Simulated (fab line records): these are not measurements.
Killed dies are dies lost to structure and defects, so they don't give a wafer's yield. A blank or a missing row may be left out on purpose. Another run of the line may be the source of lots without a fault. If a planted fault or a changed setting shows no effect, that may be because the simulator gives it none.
Which tool did it? / flow sky130 / 6 lots with 18 wafers sampled at 2 steps, on a route of 708 steps

## WHAT EACH GAUGE READ, for each wafer
SKY_METAL4_OVL_MEAS_14.
lot=L353; measured=day 43 22:58; on=overlay-01; METAL4_OVL (nm)=-7 9 11
lot=L358; measured=day 45 17:34; on=overlay-01; METAL4_OVL (nm)=-3 -4 -7
lot=L365; measured=day 47 06:05; on=overlay-02; METAL4_OVL (nm)=6 -4 0
lot=L366; measured=day 47 09:53; on=overlay-02; METAL4_OVL (nm)=-2 -5 5
lot=L369; measured=day 48 02:40; on=overlay-02; METAL4_OVL (nm)=5 3 1
lot=L374; measured=day 49 04:50; on=overlay-01; METAL4_OVL (nm)=1 5 -1

## WHICH TOOL RAN EACH LOT (tool, then ch and the chambers of the sampled wafers, then the start)
lot=L353; SKY_METAL4_SPUTTER_04=pvd_sputter-03, day 41 20:46
lot=L358; SKY_METAL4_SPUTTER_04=pvd_sputter-04, day 43 17:35
lot=L365; SKY_METAL4_SPUTTER_04=pvd_sputter-03, day 45 09:07
lot=L366; SKY_METAL4_SPUTTER_04=pvd_sputter-02, day 45 13:28
lot=L369; SKY_METAL4_SPUTTER_04=pvd_sputter-03, day 46 07:01
lot=L374; SKY_METAL4_SPUTTER_04=pvd_sputter-03, day 47 10:56
- SKY_METAL4_SPUTTER_04: material TiN, target thk 70 nm, time 58.3 s.

## THE ANSWER, worked out from the rows above alone
Rule: usual is defined by the lots themselves. The widest of any qualifying gaps counts: lots, ordered by their means at a reading, are off when they make up no more than a third of the lots, leave a main group of 4 or more, and stand apart from it by 3 or more times the standard deviation of that group's means. Not used: any main group whose means are identical at the precision the tables above print for the reading. Also off: a lot with no number at a reading for which 4 or more lots have one. The other lots that the step has rows for count as sound.
No lot is off at any reading shown: from this, nothing can be told.

## WHAT THE SIMULATOR HAD PUT IN
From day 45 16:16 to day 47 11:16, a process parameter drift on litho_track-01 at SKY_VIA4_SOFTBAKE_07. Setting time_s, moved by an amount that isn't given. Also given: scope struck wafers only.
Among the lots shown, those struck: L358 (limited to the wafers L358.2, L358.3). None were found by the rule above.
